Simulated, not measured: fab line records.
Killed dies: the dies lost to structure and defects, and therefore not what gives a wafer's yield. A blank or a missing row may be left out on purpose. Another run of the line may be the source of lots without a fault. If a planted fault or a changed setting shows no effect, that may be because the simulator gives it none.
Comparing a struck lot with a sound one    flow sky130    23 out of 708 route steps
Sound: the wafers L670.2, L670.4, L670.6. Wafers L674.2, L674.3, L674.5 were the ones struck. At the end, the cause is stated.
At each step with rows: each side's tool, then ch and its chambers, then its first start. Under that, the readings that differ: sound wafers    struck wafers    difference of the means    sigmas: that difference in standard deviations of wafers without a fault.
alike: words and numbers the same on both sides, and readings whose means are apart by under 2 such deviations; not compared: readings that were withheld, readings missing a value for some wafer, numbers with overlapping values and no deviation given by the record, and bounds like >300 which may hide the same value.
The two part at a step that has a row with sigmas, a row that says differs or no value, or rows on one side only. Numbers that have no deviation but don't overlap get no sigmas and don't part them. Lack of a reading on every wafer of one side parts them only where that side has two or more wafers.

SKY_LOCAL_INTERCONNECT_STRIP_15: strips in O2/N2.
  sound on plasma-asher-04 ch 0, day 30 20:28; struck on plasma-asher-04 ch 0,1, day 33 06:38
  alike: chamber-pressure-mTorr, drypump-motor-current-A, oes-product-au, strip-time-to-endpoint-s
  not compared: rf-hours-counter-h
then, 3 steps without rows for these wafers: SKY_LOCAL_INTERCONNECT_STRIP_16 (strips in post etch residue remover, time 1200 s); SKY_LOCAL_INTERCONNECT_CLEAN_17 (cleans in IPA, time 180 s); SKY_LOCAL_INTERCONNECT_CLEAN_18 (cleans in O3/DIW).
SKY_CONTACT_CVD_00: deposits Si3N4, target thk 75 nm.
  sound on pecvd-01 ch 0,1,2, day 30 21:04; struck on pecvd-04 ch 0,2, day 33 07:13
  alike: heater-power-w, rf-fwd-power-W
SKY_CONTACT_THK_MEAS_01:
  sound: film-metro-03 at day 30 21:07; struck: film-metro-03 at day 33 07:16
  alike: CONTACT_CVD_00_THK
then, 1 step without rows for these wafers: SKY_CONTACT_HDPCVD_02 (deposits SiO2, target thk 565 nm, time 94.2 s).
SKY_CONTACT_THK_MEAS_03:
  sound: film-metro-01 at day 30 21:14; struck: film-metro-03 at day 33 07:23
reading                  sound        struck       difference  sigmas
CONTACT_HDPCVD_THK (nm)  557 560 557  574 565 569  +11         +2
SKY_CONTACT_CMP_04: polishes SiO2.
  sound on cmp-01 ch 0,1, day 30 21:20; struck on cmp-01 ch 1,2,3, day 33 07:29
  alike: motor-current-A, time-to-endpoint-s
SKY_CONTACT_BOW_MEAS_05:
  sound: film-metro-04 at day 30 21:37; struck: film-metro-01 at day 33 07:46
  alike: CONTACT_BOW
then, 2 steps without rows for these wafers: SKY_CONTACT_DEHYDRATE_06 (time 60 s); SKY_CONTACT_HMDS_07 (prime time 60 s).
SKY_CONTACT_COAT_08: resist thk 60 nm.
  sound on litho-track-01 ch 0, day 31 10:46; struck on litho-track-02 ch 0, day 33 20:50
reading               sound                 struck                difference  sigmas
spin-speed-rpm (rpm)  3000.8 3001.5 2996.3  3050.9 3052.3 3052.2  +52.3       +31
then, 5 steps without rows for these wafers: SKY_CONTACT_COAT_09 (resist thk 450 nm); SKY_CONTACT_SOFTBAKE_10 (time 90 s); SKY_CONTACT_EXPOSE_11 (exposes mask CTM1, target cd 170 nm); SKY_CONTACT_PEB_12; SKY_CONTACT_DEVELOP_13 (develop time 60 s).
SKY_CONTACT_CD_MEAS_14: target cd 170 nm.
  sound: cd-sem-02 at day 32 00:48; struck: cd-sem-01 at day 34 10:21
  alike: cd-nm
SKY_CONTACT_OVL_MEAS_15:
  sound: overlay-01 at day 32 00:55; struck: overlay-01 at day 34 10:28
  alike: CONTACT_OVL
SKY_CONTACT_ETCH_16: etches BARC in N2/H2, stops on SiO2, time 45.9 s, target depth 60 nm.
  sound on rie-diel-02 ch 1,2,3, day 32 00:56; struck on rie-diel-02 ch 0,2,3, day 34 10:29
reading                         sound              struck             difference  sigmas
chamber-pressure-mTorr (mTorr)  30.04 30.02 30.19  29.98 30.02 30.00  -0.08       -3
model.etch.depth-nm (nm)        60.04 60.18 59.98  59.68 59.73 59.84  -0.32       
  alike: drypump-motor-current-A, oes-product-au, rf-fwd-power-W, throttle-valve-pct
  not compared: rf-hours-counter-h
SKY_CONTACT_ETCH_17: etches SiO2 in C4F8/O2/Ar, stops on Si3N4, target depth 340 nm.
  sound on rie-diel-02 ch 1,2,3, day 32 00:59; struck on rie-diel-02 ch 0,2,3, day 34 10:32
  alike: chamber-pressure-mTorr, oes-product-au, rf-fwd-power-W
-- the record jumps here: 14 days lie between the struck wafers' starts before and after (it left off in module CONTACT and takes up again in module PAD_OPEN, whose first step shown is number 708 of the route) --
SKY_PAD_OPEN_PROBE_99:
  sound: prober-02 at day 46 04:10; struck: prober-01 at day 48 00:19
  alike: killed_at_M0_to_M3, killed_at_M4_up, killed-at-contacts, killed-at-front-end, killed-at-other, killed-dies, killed-on-rim, killed-open, killed-short

WHERE THEY PART
At SKY_CONTACT_THK_MEAS_03 first; at SKY_CONTACT_ETCH_16 last (within this record only). Later steps at which nothing parts them and some readings are alike: SKY_CONTACT_ETCH_17, SKY_PAD_OPEN_PROBE_99.

WHY: whatever the simulator had introduced
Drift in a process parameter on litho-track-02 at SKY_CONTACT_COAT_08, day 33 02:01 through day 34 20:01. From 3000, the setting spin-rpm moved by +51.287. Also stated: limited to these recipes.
